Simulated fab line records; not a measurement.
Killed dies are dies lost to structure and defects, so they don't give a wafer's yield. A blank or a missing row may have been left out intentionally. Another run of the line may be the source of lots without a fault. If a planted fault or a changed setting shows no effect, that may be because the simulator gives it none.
fab line records	flow sky130	part 1 of 2: steps 1 to 27 of 37
record: lots: 5	wafers: 15	last-day: 48
route steps=708 shown LOCAL_INTERCONNECT@396 CONTACT@406
lots with no fault: from the same line, run without faults
start-h: hours from the record's first day to the start of the lot's first wafer shown	wait-h: time in hours since the lot's previous step	" the same as in the row above	L1.1+2: a single row standing in for several wafers	- no value, or no start was given	* or withheld: withheld	< > ~ a bound
route shown NAME@n: a module of which the file shows steps, and the number in the route of the first	usual: mean/standard deviation taken from wafers without a fault	same: alike in all rows	chamber/n: place in a boat	sites: each site's reading	_std_site: the standard deviation of these	_edge_site: inner sites' mean taken away from outer sites' mean	radius-mm: for every site, how far away it sits from the centre of the wafer	mask NAME#n: copy n	behind: the most recent tool/chamber to have shaped the wafer	hold: why the lot was held/for how many hours/how that ended	device: transistor that didn't switch, given as n, p or np	end of line: the tests these same wafers got at the end of their route	where a step has no rows: the recipe by itself	killed: dies lost to structure and defects at the first sort, not the wafer's yield	map: a wafer's dies, marking killed ones x, the rest . and places with no die _
set.NAME: setting as actually run; set.NAME@STEP: the setting as run at that earlier step	model.NAME: the simulator's own value behind a step, which no gauge read
certain route steps with their lots: each step a table, each wafer a row
services: the hour from which a tool's chamber was out of use, counted from the record's first day as start-h (under 0 if before that day), plus the number of hours and why
== steps ==
step: SKY_LOCAL_INTERCONNECT_PEB_09
recipe: peb-temp-c: withheld	peb-time-s: withheld	resist: KrF-thick
lot.wafer	tool	chamber	start-h	wait-h
L079.4+5+6	litho-track-02	0	-	-
L080.2+5+6	litho-track-02	0	-	-
L084.1+4+6	litho-track-04	0	-	-
L086.3+5+6	litho-track-04	0	-	-
L087.2+5+6	litho-track-03	0	-	-
step: SKY_LOCAL_INTERCONNECT_DEVELOP_10
recipe: develop-time-s: 60	resist: KrF-thick	dev-temp-c: 21
lot.wafer	tool	chamber	start-h	wait-h
L079.4+5+6	litho-track-02	0	-	-
L080.2+5+6	litho-track-02	0	-	-
L084.1+4+6	litho-track-04	0	-	-
L086.3+5+6	litho-track-04	0	-	-
L087.2+5+6	litho-track-03	0	-	-
step: SKY_LOCAL_INTERCONNECT_CD_MEAS_11
recipe: target-cd-nm: 170
usual: cd-nm: 170.4/1.4
lot.wafer	tool	chamber	start-h	wait-h	cd-nm
L079.4	cd-sem-01	-	729.85	-	171.8
L079.5	"	-	"	"	171.2
L079.6	"	-	"	"	172.1
L080.2	cd-sem-01	-	746.81	-	169.2
L080.5	"	-	"	"	171.9
L080.6	"	-	"	"	170.5
L084.1	cd-sem-02	-	782.52	-	169.5
L084.4	"	-	"	"	169.1
L084.6	"	-	"	"	168.6
L086.3	cd-sem-01	-	806.21	-	169.6
L086.5	"	-	"	"	168.9
L086.6	"	-	"	"	167.5
L087.2	cd-sem-01	-	807.52	-	171.1
L087.5	"	-	"	"	169.4
L087.6	"	-	"	"	170.8
step: SKY_LOCAL_INTERCONNECT_OVL_MEAS_12
usual: LOCAL_INTERCONNECT_OVL: 2/5.7
lot.wafer	tool	chamber	start-h	wait-h	LOCAL_INTERCONNECT_OVL[nm]
L079.4	overlay-02	-	729.93	0.1	8
L079.5	"	-	"	"	-1
L079.6	"	-	"	"	4
L080.2	overlay-02	-	746.92	0.1	3
L080.5	"	-	"	"	4
L080.6	"	-	"	"	5
L084.1	overlay-01	-	782.64	0.1	-1
L084.4	"	-	"	"	7
L084.6	"	-	"	"	1
L086.3	overlay-01	-	806.30	0.1	-4
L086.5	"	-	"	"	5
L086.6	"	-	"	"	8
L087.2	overlay-02	-	807.63	0.1	4
L087.5	"	-	"	"	14
L087.6	"	-	"	"	6
step: SKY_LOCAL_INTERCONNECT_ETCH_13
recipe: chemistry: N2/H2	target: BARC	ion-energy-ev: 200	bias-w: 100	pressure-mtorr: 30	n2-flow-sccm: 100	h2-flow-sccm: 200	icp-w: 500	stop-on: SiO2	time-s: 45.9	target-depth-a: 600
usual: drypump-motor-current-A: 5.7/0.36	he-backside-leak-sccm: 3.30/0.23	oes-product-au: 0.855/0.0045	rf-fwd-power-W: 495.5/1.9	throttle-valve-pct: 13.225/0.0084
lot.wafer	tool	chamber	start-h	wait-h	drypump-motor-current-A	he-backside-leak-sccm	oes-product-au	rf-fwd-power-W	rf-hours-counter-h	throttle-valve-pct
L079.4	rie-metal-03	1	730.01	0.1	6.3	3.17	0.860	496.9	-	13.230
L079.5	"	1	"	"	6.3	3.17	0.857	495.9	-	13.223
L079.6	"	1	"	"	6.3	3.39	0.854	497.8	-	13.214
L080.2	rie-metal-02	0	746.95	0.0	5.4	3.00	0.854	495.6	10	13.218
L080.5	"	0	"	"	5.4	3.13	0.854	496.2	-	13.214
L080.6	"	1	"	"	5.3	4.79	0.854	496.1	-	13.232
L084.1	rie-metal-01	1	782.68	0.0	5.5	3.22	0.854	491.5	12	13.224
L084.4	"	1	"	"	5.5	3.38	0.849	491.5	-	13.225
L084.6	"	1	"	"	5.4	3.43	0.860	492.7	-	13.225
L086.3	rie-metal-03	1	806.35	0.0	6.3	3.15	0.848	495.0	-	13.234
L086.5	"	1	"	"	6.3	3.23	0.847	494.8	-	13.214
L086.6	"	0	"	"	5.7	3.27	0.849	494.1	-	13.227
L087.2	rie-metal-02	0	807.66	0.0	5.4	3.13	0.860	496.6	11	13.228
L087.5	"	0	"	"	5.4	3.19	0.859	494.7	-	13.232
L087.6	"	1	"	"	5.3	3.38	0.863	498.1	-	13.231
step: SKY_LOCAL_INTERCONNECT_METAL_ETCH_14
recipe: target-depth-nm: 110	stop-on: PSG	chemistry: Cl2/BCl3	target: TiN	resist-sidewall-deg: 88	pressure-mtorr: 10	icp-w: 900	bias-w: 48.5	Cl2_flow_sccm: 60	bcl3-flow-sccm: 30	time-s: 31.4
usual: drypump-motor-current-A: 5.7/0.35	he-backside-leak-sccm: 3.3/0.37	oes-product-au: 0.947/0.0085	rf-fwd-power-W: 890/4.1	throttle-valve-pct: 21.898/0.011
lot.wafer	tool	chamber	start-h	wait-h	drypump-motor-current-A	he-backside-leak-sccm	oes-product-au	rf-fwd-power-W	rf-hours-counter-h	throttle-valve-pct
L079.4	rie-metal-03	1	730.13	0.1	6.3	3.0	0.942	894	-	21.897
L079.5	"	1	"	"	6.3	2.9	0.947	891	-	21.899
L079.6	"	1	"	"	6.3	3.2	0.933	893	-	21.907
L080.2	rie-metal-02	0	747.01	0.0	5.4	3.2	0.951	889	10	21.899
L080.5	"	0	"	"	5.4	3.4	0.942	892	-	21.908
L080.6	"	1	"	"	5.3	3.3	0.945	891	-	21.911
L084.1	rie-metal-01	1	782.74	0.0	5.5	3.4	0.960	890	12	21.887
L084.4	"	1	"	"	5.4	3.3	0.951	889	-	21.879
L084.6	"	1	"	"	5.5	3.4	0.946	889	-	21.898
L086.3	rie-metal-03	1	806.41	0.0	6.3	3.4	0.956	892	-	21.898
L086.5	"	1	"	"	6.3	3.2	0.950	890	-	21.889
L086.6	"	0	"	"	5.7	3.0	0.950	885	-	21.914
L087.2	rie-metal-02	0	807.72	0.0	5.4	3.1	0.946	891	11	21.887
L087.5	"	0	"	"	5.4	3.1	0.947	889	-	21.912
L087.6	"	1	"	"	5.3	3.5	0.943	894	-	21.891
step: SKY_LOCAL_INTERCONNECT_STRIP_15
recipe: chemistry: O2/N2	power-w: 1400	pressure-mtorr: 1500	platen-temp-c: withheld	o2-flow-sccm: 3000	n2-flow-sccm: 300	overash-fraction: 0.5
usual: drypump-motor-current-A: 5.5/0.43	oes-product-au: 0.427/0.0047	strip-time-to-endpoint-s: 4.725/0.025
lot.wafer	tool	chamber	start-h	wait-h	drypump-motor-current-A	oes-product-au	rf-hours-counter-h	strip-time-to-endpoint-s
L079.4	plasma-asher-03	1	730.21	0.1	5.8	0.428	-	4.754
L079.5	"	0	"	"	5.4	0.423	-	4.736
L079.6	"	1	"	"	5.8	0.426	-	4.743
L080.2	plasma-asher-02	0	747.06	0.0	5.3	0.425	63	4.753
L080.5	"	1	"	"	5.4	0.429	-	4.755
L080.6	"	0	"	"	5.3	0.423	-	4.716
L084.1	plasma-asher-01	1	782.79	0.0	6.2	0.431	4	4.736
L084.4	"	0	"	"	4.8	0.441	-	4.732
L084.6	"	0	"	"	4.8	0.425	-	4.755
L086.3	plasma-asher-03	0	806.47	0.1	5.3	0.431	-	4.718
L086.5	"	0	"	"	5.3	0.432	-	4.706
L086.6	"	1	"	"	5.7	0.424	-	4.679
L087.2	plasma-asher-01	0	807.77	0.0	4.8	0.428	7	4.758
L087.5	"	1	"	"	6.2	0.418	-	4.744
L087.6	"	0	"	"	4.8	0.428	-	4.716
step: SKY_LOCAL_INTERCONNECT_STRIP_16
recipe: chemistry: post-etch-residue-remover	time-s: 1200	temp-c: 72.5
usual: bath-guard-temp-C: 72.3/0.41
lot.wafer	tool	chamber	start-h	wait-h	bath-guard-temp-C
L079.4	wet-bench-03	1	730.28	0.0	71.5
L079.5	"	1	"	"	71.6
L079.6	"	1	"	"	71.6
L080.2	wet-bench-04	2	747.16	0.1	72.8
L080.5	"	2	"	"	72.9
L080.6	"	2	"	"	72.8
L084.1	wet-bench-04	3	782.89	0.1	72.3
L084.4	"	3	"	"	72.5
L084.6	"	3	"	"	72.4
L086.3	wet-bench-04	1	806.54	0.0	72.1
L086.5	"	1	"	"	72.0
L086.6	"	1	"	"	72.2
L087.2	wet-bench-04	1	807.87	0.1	72.2
L087.5	"	1	"	"	72.7
L087.6	"	1	"	"	72.4
step: SKY_LOCAL_INTERCONNECT_CLEAN_17
recipe: chemistry: IPA	time-s: 180	temp-c: 25
lot.wafer	tool	chamber	start-h	wait-h
L079.4+5+6	wet-bench-01	2	730.62	0.0
L080.2+5+6	wet-bench-01	2	747.50	0.0
L084.1+4+6	wet-bench-03	1	783.26	0.0
L086.3+5+6	wet-bench-01	3	806.91	0.0
L087.2+5+6	wet-bench-03	0	808.25	0.0
step: SKY_LOCAL_INTERCONNECT_CLEAN_18
recipe: chemistry: O3/DIW	dry: n2-spin
lot.wafer	tool	chamber	start-h	wait-h
L079.4+5+6	wet-bench-04	3	730.68	0.0
L080.2+5+6	wet-bench-03	1	747.57	0.0
L084.1+4+6	wet-bench-04	2	783.32	0.0
L086.3+5+6	wet-bench-04	0	806.98	0.0
L087.2+5+6	wet-bench-04	0	808.30	0.0
step: SKY_CONTACT_CVD_00
recipe: material: Si3N4	target-thk-nm: 75	temp-c: 400	time-s: withheld	rf-w: 450
usual: heater-power-w: 697/130	rf-fwd-power-W: 444.9/2.1
lot.wafer	tool	chamber	start-h	wait-h	heater-power-w	rf-fwd-power-W
L079.4	pecvd-01	1	730.79	0.0	494	446.1
L079.5	"	2	"	"	557	446.4
L079.6	"	0	"	"	835	443.5
L080.2	pecvd-04	1	747.66	0.0	771	444.4
L080.5	"	1	"	"	776	446.7
L080.6	"	0	"	"	806	447.2
L084.1	pecvd-01	0	783.43	0.0	890	442.1
L084.4	"	2	"	"	521	444.1
L084.6	"	0	"	"	889	444.2
L086.3	pecvd-03	2	807.08	0.0	649	444.6
L086.5	"	1	"	"	619	444.0
L086.6	"	0	"	"	1025	440.8
L087.2	pecvd-01	2	808.40	0.0	579	444.1
L087.5	"	1	"	"	599	444.7
L087.6	"	0	"	"	877	443.1
step: SKY_CONTACT_THK_MEAS_01
recipe: reads: Si3N4_of_CONTACT_CVD_00
usual: CONTACT_CVD_00_THK: 74.6/1.2
lot.wafer	tool	chamber	start-h	wait-h	CONTACT_CVD_00_THK[nm]
L079.4	film-metro-01	-	730.84	-	75.9
L079.5	"	-	"	"	76.6
L079.6	"	-	"	"	76.3
L080.2	film-metro-02	-	747.70	-	75.5
L080.5	"	-	"	"	76.0
L080.6	"	-	"	"	75.4
L084.1	film-metro-01	-	783.46	-	73.2
L084.4	"	-	"	"	75.9
L084.6	"	-	"	"	74.3
L086.3	film-metro-01	-	807.13	-	73.5
L086.5	"	-	"	"	74.0
L086.6	"	-	"	"	73.5
L087.2	film-metro-01	-	808.45	-	74.8
L087.5	"	-	"	"	74.6
L087.6	"	-	"	"	75.0
step: SKY_CONTACT_HDPCVD_02
recipe: material: SiO2	target-thk-nm: 565	sigma-open-frac: 0.3	time-s: 94.2	temp-c: 600	sih4-flow-sccm: 60	pressure-mtorr: 6
lot.wafer	tool	chamber	start-h	wait-h
L079.4+5+6	hdpcvd-02	2,0,1	730.90	0.1
L080.2+5+6	hdpcvd-02	0,0,1	747.75	0.0
L084.1+4+6	hdpcvd-01	1,0,2	783.52	0.1
L086.3+5+6	hdpcvd-01	2,0,1	807.17	0.0
L087.2+5+6	hdpcvd-01	2,0,1	808.50	0.0
step: SKY_CONTACT_THK_MEAS_03
recipe: reads: SiO2_of_CONTACT_HDPCVD_02
usual: CONTACT_HDPCVD_THK: 571/8
lot.wafer	tool	chamber	start-h	wait-h	CONTACT_HDPCVD_THK[nm]
L079.4	film-metro-04	-	730.97	0.0	582
L079.5	"	-	"	"	584
L079.6	"	-	"	"	567
L080.2	film-metro-02	-	747.83	0.0	572
L080.5	"	-	"	"	577
L080.6	"	-	"	"	563
L084.1	film-metro-04	-	783.59	0.0	562
L084.4	"	-	"	"	565
L084.6	"	-	"	"	576
L086.3	film-metro-01	-	807.26	0.1	583
L086.5	"	-	"	"	579
L086.6	"	-	"	"	571
L087.2	film-metro-01	-	808.58	0.0	586
L087.5	"	-	"	"	569
L087.6	"	-	"	"	571
step: SKY_CONTACT_CMP_04
recipe: material: SiO2	down-force-psi: 4	platen-rpm: 60	pad-velocity-m-s: 0.94248
usual: motor-current-A: 12.1/0.98	time-to-endpoint-s: 83/4.9
lot.wafer	tool	chamber	start-h	wait-h	motor-current-A	time-to-endpoint-s
L079.4	cmp-02	0	731.00	0.0	11.9	93
L079.5	"	0	"	"	10.7	91
L079.6	"	1	"	"	12.8	87
L080.2	cmp-02	2	748.25	0.4	11.2	83
L080.6	"	0	"	"	10.7	85
L080.5	"	1	"	"	12.9	89
L084.4	cmp-02	3	783.65	0.0	12.1	77
L084.1	"	2	"	"	11.7	76
L084.6	"	3	"	"	12.9	82
L086.3	cmp-02	1	807.35	0.1	13.1	88
L086.6	"	0	"	"	11.3	86
L086.5	"	1	"	"	12.7	87
L087.2	cmp-02	1	808.91	0.3	13.2	90
L087.6	"	0	"	"	10.6	86
L087.5	"	1	"	"	13.1	85
step: SKY_CONTACT_BOW_MEAS_05
recipe: mode: bow
usual: CONTACT_BOW: 83/6.6
lot.wafer	tool	chamber	start-h	wait-h	CONTACT_BOW[um]
L079.4	film-metro-02	-	731.36	0.3	90
L079.5	"	-	"	"	76
L079.6	"	-	"	"	78
L080.2	film-metro-02	-	748.47	0.2	86
L080.5	"	-	"	"	78
L080.6	"	-	"	"	79
L084.1	film-metro-01	-	783.95	0.1	92
L084.4	"	-	"	"	86
L084.6	"	-	"	"	77
L086.3	film-metro-04	-	807.64	0.2	73
L086.5	"	-	"	"	79
L086.6	"	-	"	"	87
L087.2	film-metro-04	-	809.18	0.2	76
L087.5	"	-	"	"	86
L087.6	"	-	"	"	99
step: SKY_CONTACT_DEHYDRATE_06
recipe: temp-c: 200	time-s: 60
usual: plate-temp-C: 200.03/0.17
lot.wafer	tool	chamber	start-h	wait-h	plate-temp-C
L079.4	litho-track-03	0	744.78	13.4	200.10
L079.5	"	0	"	"	199.90
L079.6	"	0	"	"	200.04
L080.2	litho-track-01	0	761.33	12.8	199.89
L080.5	"	0	"	"	200.03
L080.6	"	0	"	"	199.87
L084.1	litho-track-02	0	796.54	12.6	200.18
L084.4	"	0	"	"	200.30
L084.6	"	0	"	"	200.25
L086.3	litho-track-03	0	820.25	12.6	199.95
L086.5	"	0	"	"	200.11
L086.6	"	0	"	"	200.01
L087.2	litho-track-01	0	821.73	12.5	200.27
L087.5	"	0	"	"	200.05
L087.6	"	0	"	"	199.92
step: SKY_CONTACT_HMDS_07
recipe: prime-time-s: 60	prime-temp-c: 120
lot.wafer	tool	chamber	start-h	wait-h
L079.4+5+6	litho-track-03	0	744.93	0.1
L080.2+5+6	litho-track-01	0	761.48	0.1
L084.1+4+6	litho-track-02	0	796.69	0.1
L086.3+5+6	litho-track-03	0	820.40	0.1
L087.2+5+6	litho-track-01	0	821.88	0.1
step: SKY_CONTACT_COAT_08
recipe: resist: BARC	temp-c: withheld	time-s: withheld	spin-rpm: 3000	resist-thk-nm: 60
lot.wafer	tool	chamber	start-h	wait-h
L079.4+5+6	litho-track-03	0	745.08	0.1
L080.2+5+6	litho-track-01	0	761.63	0.1
L084.1+4+6	litho-track-02	0	796.84	0.1
L086.3+5+6	litho-track-03	0	820.55	0.1
L087.2+5+6	litho-track-01	0	822.03	0.1
step: SKY_CONTACT_COAT_09
recipe: resist: KrF-thick	spin-rpm: 3000	resist-thk-nm: 450
lot.wafer	tool	chamber	start-h	wait-h
L079.4+5+6	litho-track-03	0	-	-
L080.2+5+6	litho-track-01	0	-	-
L084.1+4+6	litho-track-02	0	-	-
L086.3+5+6	litho-track-03	0	-	-
L087.2+5+6	litho-track-01	0	-	-
step: SKY_CONTACT_SOFTBAKE_10
recipe: temp-c: 100	time-s: 90	resist: KrF-thick
usual: plate-temp-C: 100.00/0.12
lot.wafer	tool	chamber	start-h	wait-h	plate-temp-C
L079.4	litho-track-03	0	-	-	99.86
L079.5	"	0	"	"	100.00
L079.6	"	0	"	"	99.97
L080.2	litho-track-01	0	-	-	100.04
L080.5	"	0	"	"	100.10
L080.6	"	0	"	"	100.01
L084.1	litho-track-02	0	-	-	100.09
L084.4	"	0	"	"	100.05
L084.6	"	0	"	"	100.21
L086.3	litho-track-03	0	-	-	100.02
L086.5	"	0	"	"	99.89
L086.6	"	0	"	"	99.94
L087.2	litho-track-01	0	-	-	100.03
L087.5	"	0	"	"	100.06
L087.6	"	0	"	"	99.98
step: SKY_CONTACT_EXPOSE_11
recipe: mask-id: CTM1	na: 0.8	source-shape: annular	sigma-inner: 0.55	sigma-outer: 0.85	target-cd-nm: 170	dose-mj: 38
lot.wafer	tool	chamber	start-h	wait-h	mask
L079.4+5+6	krf-scanner-02	0	-	-	CTM1#0
L080.2+5+6	krf-scanner-01	0	-	-	CTM1#0
L084.1+4+6	krf-scanner-01	0	-	-	CTM1#0
L086.3+5+6	krf-scanner-02	0	-	-	CTM1#0
L087.2+5+6	krf-scanner-02	0	-	-	CTM1#0
step: SKY_CONTACT_PEB_12
recipe: peb-temp-c: withheld	peb-time-s: withheld	resist: KrF-thick
lot.wafer	tool	chamber	start-h	wait-h
L079.4+5+6	litho-track-03	0	-	-
L080.2+5+6	litho-track-03	0	-	-
L084.1+4+6	litho-track-01	0	-	-
L086.3+5+6	litho-track-03	0	-	-
L087.2+5+6	litho-track-03	0	-	-
step: SKY_CONTACT_DEVELOP_13
recipe: develop-time-s: 60	resist: KrF-thick	dev-temp-c: 21
lot.wafer	tool	chamber	start-h	wait-h
L079.4+5+6	litho-track-03	0	-	-
L080.2+5+6	litho-track-03	0	-	-
L084.1+4+6	litho-track-01	0	-	-
L086.3+5+6	litho-track-03	0	-	-
L087.2+5+6	litho-track-03	0	-	-
step: SKY_CONTACT_CD_MEAS_14
recipe: target-cd-nm: 170
usual: cd-nm: 169.9/1.5
lot.wafer	tool	chamber	start-h	wait-h	cd-nm
L079.4	cd-sem-01	-	758.36	-	170.9
L079.5	"	-	"	"	172.1
L079.6	"	-	"	"	170.5
L080.2	cd-sem-01	-	775.57	-	168.1
L080.5	"	-	"	"	167.8
L080.6	"	-	"	"	167.5
L084.1	cd-sem-02	-	810.05	-	171.2
L084.4	"	-	"	"	171.3
L084.6	"	-	"	"	171.5
L086.3	cd-sem-02	-	835.14	-	169.0
L086.5	"	-	"	"	171.8
L086.6	"	-	"	"	171.0
L087.2	cd-sem-02	-	836.07	-	170.9
L087.5	"	-	"	"	171.4
L087.6	"	-	"	"	170.2
step: SKY_CONTACT_OVL_MEAS_15
usual: CONTACT_OVL: -1/6.1
lot.wafer	tool	chamber	start-h	wait-h	CONTACT_OVL[nm]
L079.4	overlay-02	-	758.44	0.1	-1
L079.5	"	-	"	"	0
L079.6	"	-	"	"	3
L080.2	overlay-01	-	775.68	0.1	-4
L080.5	"	-	"	"	-2
L080.6	"	-	"	"	-1
L084.1	overlay-01	-	810.17	0.1	-1
L084.4	"	-	"	"	1
L084.6	"	-	"	"	1
L086.3	overlay-02	-	835.23	0.1	2
L086.5	"	-	"	"	-5
L086.6	"	-	"	"	-2
L087.2	overlay-02	-	836.18	0.1	-6
L087.5	"	-	"	"	-12
L087.6	"	-	"	"	-8
step: SKY_CONTACT_ETCH_16
recipe: chemistry: N2/H2	target: BARC	ion-energy-ev: 200	source-w: 500	bias-w: 100	pressure-mtorr: 30	n2-flow-sccm: 100	h2-flow-sccm: 200	stop-on: SiO2	time-s: 45.9	target-depth-a: 600
usual: drypump-motor-current-A: 6.0/0.43	oes-product-au: 0.855/0.0052	rf-fwd-power-W: 495.6/1.8	throttle-valve-pct: 13.225/0.0089
lot.wafer	tool	chamber	start-h	wait-h	drypump-motor-current-A	oes-product-au	rf-fwd-power-W	rf-hours-counter-h	throttle-valve-pct
L079.4	rie-diel-03	3	758.46	0.0	5.7	0.864	492.4	0	13.231
L079.5	"	0	"	"	5.6	0.852	496.7	-	13.230
L079.6	"	3	"	"	5.7	0.851	490.2	-	13.228
L080.2	rie-diel-02	3	775.71	0.0	5.7	0.854	496.0	8	13.215
L080.5	"	0	"	"	6.5	0.852	493.4	-	13.236
L080.6	"	3	"	"	5.7	0.857	495.9	-	13.226
L084.1	rie-diel-03	2	810.21	0.0	6.2	0.858	497.0	5	13.228
L084.4	"	0	"	"	5.5	0.851	493.9	9	13.216
L084.6	"	2	"	"	6.2	0.853	494.3	-	13.236
L086.3	rie-diel-02	2	835.26	0.0	6.1	0.855	492.6	25	13.231
L086.5	"	2	"	"	6.1	0.853	495.9	-	13.203
L086.6	"	1	"	"	5.3	0.861	494.6	-	13.237
L087.2	rie-diel-04	3	836.21	0.0	6.0	0.853	497.9	14	13.229
L087.5	"	0	"	"	5.9	0.850	495.7	-	13.224
L087.6	"	1	"	"	6.8	0.844	495.6	-	13.218
